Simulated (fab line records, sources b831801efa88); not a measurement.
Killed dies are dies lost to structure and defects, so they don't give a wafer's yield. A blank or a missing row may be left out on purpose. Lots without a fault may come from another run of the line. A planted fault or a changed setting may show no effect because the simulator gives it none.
fab line records | flow sky130
record lots=6 wafers=18 last_day=50
route steps=708 shown VIA4@648 METAL5@661
lots that met no fault: from a run of the same line without faults
start_h: hours from the record's first day to the start of the lot's first wafer shown | wait_h: hours since the lot's step before | " the same as in the row above | L1.1+2: a row that stands for several wafers | - no value, or no start given | * or withheld: withheld | < > ~ a bound
route shown NAME@n: a module of which the file shows steps, and the number in the route of the first | usual: mean/standard deviation of fault-free wafers | same: alike in all rows | chamber/n: place in a boat | sites: the reading at each site | _std_site: their standard deviation | _edge_site: outer sites' mean less inner sites' | radius_mm: how far each site lies from the wafer's centre | mask NAME#n: copy n | behind: the tool/chamber that last shaped the wafer | hold: why the lot was held/for how many hours/how that ended | device: the transistor (n, p or np) that didn't switch | end of line: the same wafers' tests at the end of the route | a step without rows: its recipe alone | killed: dies lost to structure and defects at the first sort, not the wafer's yield | map: a wafer's dies, x killed, . not, _ none there
set.NAME: the setting as run; set.NAME@STEP: as run at that earlier step | model.NAME: the simulator's own value behind a step, which no gauge read
lots at some steps of the route; a table a step, a row a wafer
services: from which hour (start_h, from the record's first day; less than 0 if before it) a tool's chamber was out of use, for how many hours, and why
## steps
# step SKY_VIA4_PEB_09
# recipe temp_c=withheld time_s=* resist=NOVOLAK
# step SKY_VIA4_DEVELOP_10
# recipe resist=NOVOLAK developer=TMAH develop_time_s=60 dev_temp_c=23
# step SKY_VIA4_OVL_MEAS_11
# usual VIA4_OVL=1.2/1.3
# columns lot.wafer tool chamber start_h wait_h VIA4_OVL[nm]
L518.3 overlay-01 - 1012.03 0.1 2.7
L518.5 " - " " 1.5
L518.6 " - " " 1.3
L522.1 overlay-01 - 1041.87 0.1 0.6
L522.3 " - " " -1.6
L522.5 " - " " 1.2
L525.3 overlay-02 - 1056.53 0.1 -0.3
L525.4 " - " " -0.6
L525.5 " - " " -0.1
L526.1 overlay-01 - 1065.52 0.1 1.9
L526.4 " - " " -0.4
L526.6 " - " " 1.3
L539.3 overlay-02 - 1140.10 0.1 1.5
L539.5 " - " " 0.9
L539.6 " - " " 2.7
L540.2 overlay-01 - 1151.93 0.1 1.6
L540.3 " - " " 2.1
L540.5 " - " " 1.4
# step SKY_VIA4_ETCH_12
# recipe target=SiO2 chemistry=C4F8/O2/Ar stop_on=TiN mask_material=NOVOLAK source_w=1500 bias_w=1200 pressure_mtorr=40 c4f8_flow_sccm=withheld O2_flow_sccm=6 Ar_flow_sccm=300 time_s=withheld target_depth_a=5800
# usual oes_product_au=0.926/0.0045
# columns lot.wafer tool chamber start_h wait_h oes_product_au
L518.3 rie_diel-01 2 1012.05 0.0 0.932
L518.5 " 0 " " 0.931
L518.6 " 1 " " 0.928
L522.1 rie_diel-01 1 1041.90 0.0 0.918
L522.3 " 0 " " 0.927
L522.5 " 3 " " 0.925
L525.3 rie_diel-01 3 1056.55 0.0 0.921
L525.4 " 0 " " 0.924
L525.5 " 2 " " 0.933
L526.1 rie_diel-01 1 1065.56 0.0 0.923
L526.4 " 2 " " 0.921
L526.6 " 2 " " 0.925
L539.3 rie_diel-04 2 1140.13 0.0 0.916
L539.5 " 0 " " 0.922
L539.6 " 1 " " 0.931
L540.2 rie_diel-01 3 1151.96 0.0 0.926
L540.3 " 0 " " 0.923
L540.5 " 2 " " 0.928
# step SKY_VIA4_STRIP_13
# recipe chemistry=O2/N2 power_w=1400 pressure_mtorr=1500 platen_temp_c=withheld o2_flow_sccm=3000 n2_flow_sccm=300 overash_fraction=0.5
# usual drypump_motor_current_A=5.7/0.44 oes_product_au=0.710/0.0047 strip_time_to_endpoint_s=12.811/0.03
# columns lot.wafer tool chamber start_h wait_h drypump_motor_current_A oes_product_au rf_hours_counter_h strip_time_to_endpoint_s
L518.3 plasma_asher-02 1 1012.16 - 5.1 0.708 - 12.802
L518.5 " 0 " " 6.6 0.713 - 12.796
L518.6 " 1 " " 5.1 0.713 - 12.798
L522.1 plasma_asher-01 1 1041.98 - 5.6 0.710 30 12.795
L522.3 " 0 " " 5.6 0.706 - 12.813
L522.5 " 0 " " 5.6 0.719 - 12.813
L525.3 plasma_asher-04 0 1056.66 - 5.6 0.708 - 12.789
L525.4 " 1 " " 5.9 0.704 - 12.836
L525.5 " 1 " " 5.9 0.708 - 12.755
L526.1 plasma_asher-01 1 1065.63 - 5.6 0.701 33 12.823
L526.4 " 1 " " 5.6 0.716 - 12.819
L526.6 " 0 " " 5.6 0.719 - 12.812
L539.3 plasma_asher-02 1 1140.23 - 5.1 0.707 - 12.859
L539.5 " 0 " " 6.6 0.705 - 12.794
L539.6 " 1 " " 5.1 0.712 - 12.787
L540.2 plasma_asher-01 1 1152.03 - 5.6 0.714 41 12.825
L540.3 " 1 " " 5.6 0.716 - 12.783
L540.5 " 1 " " 5.6 0.707 - 12.793
# step SKY_VIA4_STRIP_14
# recipe chemistry=post_etch_residue_remover time_s=1200 temp_c=72.5
# step SKY_VIA4_CLEAN_15
# recipe chemistry=IPA time_s=180 temp_c=25
# step SKY_VIA4_CLEAN_16
# recipe chemistry=O3/DIW dry=n2_spin
# step SKY_VIA4_SPUTTER_17
# recipe material=TiN target_thk_nm=20 chamber_pressure_pa=5 power_w=4000 time_s=80
# usual chamber_pressure_pa=4.999/0.01 throttle_valve_pct=29.3/1.2
# columns lot.wafer tool chamber start_h wait_h chamber_pressure_pa throttle_valve_pct
L518.3 pvd_sputter-01 - 1012.73 0.0 5.008 29.3
L518.5 " - " " 5.003 27.6
L518.6 " - " " 4.997 28.4
L522.1 pvd_sputter-01 - 1042.57 0.0 5.007 27.5
L522.3 " - " " 4.995 28.5
L522.5 " - " " 4.991 29.3
L525.3 pvd_sputter-04 - 1057.22 0.0 4.998 30.4
L525.4 " - " " 5.004 30.6
L525.5 " - " " 5.006 30.4
L526.1 pvd_sputter-01 - 1066.27 0.0 5.000 28.4
L526.4 " - " " 5.000 27.9
L526.6 " - " " 4.982 29.9
L539.3 pvd_sputter-04 - 1140.79 0.0 4.994 27.4
L539.5 " - " " 4.994 30.7
L539.6 " - " " 4.998 31.1
L540.2 pvd_sputter-02 - 1152.67 0.0 5.012 27.8
L540.3 " - " " 4.995 28.9
L540.5 " - " " 5.000 27.7
# step SKY_VIA4_CVD_18
# recipe material=W target_thk_nm=505 time_s=152.14 temp_c=400 pressure_torr=40
# usual heater_power_w=796/69
# columns lot.wafer tool chamber start_h wait_h heater_power_w
L518.3 cvd_w-01 0 1012.84 0.1 770
L518.5 " 1 " " 800
L518.6 " 0 " " 772
L522.1 cvd_w-01 1 1042.63 0.0 819
L522.3 " 0 " " 777
L522.5 " 1 " " 831
L525.3 cvd_w-02 0 1057.33 0.1 686
L525.4 " 1 " " 884
L525.5 " 0 " " 695
L526.1 cvd_w-02 0 1066.33 0.0 691
L526.4 " 1 " " 887
L526.6 " 0 " " 707
L539.3 cvd_w-02 0 1140.90 0.1 722
L539.5 " 1 " " 908
L539.6 " 0 " " 721
L540.2 cvd_w-02 1 1152.73 0.0 871
L540.3 " 1 " " 890
L540.5 " 1 " " 884
# step SKY_VIA4_RS_MEAS_19
# recipe thk_meas_gauge=four-point-probe reads=W_of_VIA4_CVD_18+TiN_of_VIA4_SPUTTER_17
# usual VIA4_W_RS=0.225/0.0034
# columns lot.wafer tool chamber start_h wait_h VIA4_W_RS[ohm/sq]
L518.3 film_metro-01 - 1012.98 0.1 0.220
L518.5 " - " " 0.224
L518.6 " - " " 0.221
L522.1 film_metro-01 - 1042.78 0.1 0.222
L522.3 " - " " 0.220
L522.5 " - " " 0.221
L525.3 film_metro-03 - 1057.47 0.1 0.231
L525.4 " - " " 0.222
L525.5 " - " " 0.229
L526.1 film_metro-01 - 1066.48 0.1 0.226
L526.4 " - " " 0.220
L526.6 " - " " 0.226
L539.3 film_metro-01 - 1141.04 0.1 0.229
L539.5 " - " " 0.228
L539.6 " - " " 0.232
L540.2 film_metro-03 - 1152.90 0.1 0.224
L540.3 " - " " 0.221
L540.5 " - " " 0.225
# step SKY_VIA4_THK_MEAS_20
# recipe thk_meas_gauge=xrf reads=W_of_VIA4_CVD_18
# usual VIA4_W_THK=515/11
# columns lot.wafer tool chamber start_h wait_h VIA4_W_THK[nm]
L518.3 film_metro-01 - 1013.08 0.1 521
L518.5 " - " " 512
L518.6 " - " " 515
L522.1 film_metro-01 - 1042.90 0.1 515
L522.3 " - " " 521
L522.5 " - " " 518
L525.3 film_metro-03 - 1057.57 0.1 496
L525.4 " - " " 519
L525.5 " - " " 503
L526.1 film_metro-01 - 1066.60 0.1 502
L526.4 " - " " 522
L526.6 " - " " 505
L539.3 film_metro-01 - 1141.14 0.1 501
L539.5 " - " " 504
L539.6 " - " " 492
L540.2 film_metro-03 - 1153.01 0.1 516
L540.3 " - " " 520
L540.5 " - " " 512
# step SKY_VIA4_CMP_21
# recipe stop_on=SiO2 t_overpolish_s=25 down_force_psi=3.5 platen_rpm=60 target_thk_nm=0 pad_velocity_m_s=0.94248
# usual motor_current_A=10.8/0.77 overpolish_run_s=25.000/0.0088 time_to_endpoint_s=127/5.9
# columns lot.wafer tool chamber start_h wait_h motor_current_A overpolish_run_s time_to_endpoint_s
L518.3 cmp-02 0 1013.17 0.1 11.4 25.002 129
L518.6 " 3 " " 9.5 25.014 131
L518.5 " 0 " " 11.5 25.013 126
L522.3 cmp-02 2 1042.96 0.0 10.5 24.985 131
L522.1 " 0 " " 11.3 25.002 126
L522.5 " 3 " " 9.4 24.988 134
L525.3 cmp-02 3 1058.05 0.5 9.6 25.002 132
L525.4 " 2 " " 11.4 0.031 193
L525.5 " 0 " " 11.2 24.993 125
L526.4 cmp-02 3 1066.71 0.1 9.9 0.027 195
L526.1 " 1 " " 10.7 0.034 191
L526.6 " 3 " " 9.7 24.993 134
L539.3 cmp-02 0 1141.33 0.2 11.2 25.016 125
L539.6 " 1 " " 11.0 24.999 117
L539.5 " 2 " " 11.0 24.998 126
L540.2 cmp-02 0 1153.06 0.0 11.8 24.994 127
L540.3 " 1 " " 11.0 24.998 126
L540.5 " 1 " " 10.7 25.007 117
# step SKY_METAL5_SPUTTER_00
# recipe material=Ti target_thk_nm=15 power_w=3000 time_s=10 chamber_pressure_pa=0.4
# usual chamber_pressure_pa=0.4000/0.00081 throttle_valve_pct=29.6/1.1
# columns lot.wafer tool chamber start_h wait_h chamber_pressure_pa throttle_valve_pct
L518.3 pvd_sputter-03 - 1013.42 0.2 0.3997 30.8
L518.5 " - " " 0.3995 29.2
L518.6 " - " " 0.3994 30.8
L522.1 pvd_sputter-02 - 1043.26 0.1 0.3995 29.3
L522.3 " - " " 0.4010 29.9
L522.5 " - " " 0.3996 28.6
L525.3 pvd_sputter-04 - 1058.35 0.2 0.3998 30.2
L525.5 " - " " 0.3993 30.3
L526.6 pvd_sputter-02 - 1066.97 0.0 0.4004 28.0
L539.3 pvd_sputter-04 - 1141.48 0.1 0.4000 27.5
L539.5 " - " " 0.3992 30.6
L539.6 " - " " 0.4007 27.3
L540.2 pvd_sputter-03 - 1153.36 0.2 0.3997 29.1
L540.3 " - " " 0.3996 30.9
L540.5 " - " " 0.4006 29.2
## services
# columns tool chamber start_h hours kind
pvd_sputter-01 - 992.24 2.5 repair
pvd_sputter-04 - 1007.05 11.3 repair
cvd_w-02 - 1013.48 1.1 repair
pvd_sputter-01 - 1015.50 1.3 repair
plasma_asher-01 - 1024.29 0.7 repair
plasma_asher-04 - 1039.48 3.6 repair
plasma_asher-02 - 1046.20 15.6 pm
cvd_w-02 - 1058.60 2.8 pm
plasma_asher-02 - 1061.80 9.0 pm
plasma_asher-02 0 1061.80 9.0 vent_cycle
plasma_asher-02 1 1061.80 9.0 vent_cycle
pvd_sputter-04 - 1064.30 8.0 repair
plasma_asher-02 0 1070.80 - clean
plasma_asher-02 1 1070.80 - clean
pvd_sputter-01 - 1089.25 4.3 repair
plasma_asher-02 - 1116.94 0.7 repair
plasma_asher-02 - 1119.74 1.2 repair
rie_diel-04 1 1148.31 - clean
rie_diel-04 1 1148.31 - consumable_replace:focus_ring
rie_diel-04 1 1148.31 32.3 scheduled_down
rie_diel-04 1 1148.31 32.3 vent_cycle
cmp-02 - 1149.20 2.9 repair
## key
first_sign step=SKY_VIA4_CMP_21 reading=overpolish_run_s direction=down sigmas=99+ usual=25.000 struck=0.031
effect step=SKY_VIA4_CMP_21 reading=time_to_endpoint_s direction=up sigmas=11 usual=* struck=*
met_at SKY_VIA4_CMP_21
struck_wafers L525.4,L526.1,L526.4
later_rows_left_out L525.4,L526.1,L526.4
sort_left_out L525.4,L526.1,L526.4
onset_between 1042.96 1058.05
fault kind=process_parameter_drift tool=cmp-02 chamber=- onset_h=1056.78 steps=SKY_VIA4_CMP_21 channel=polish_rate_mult offset=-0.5 shape=step end_h=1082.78 scope=struck_wafers_only
# sort_left_out: the simulated sort isn't trusted on such a fault, so these wafers' sort isn't shown, and their yield isn't known
# later_rows_left_out: the simulator's readings of these wafers behind a module that went badly wrong aren't trusted and aren't shown, but for the sort
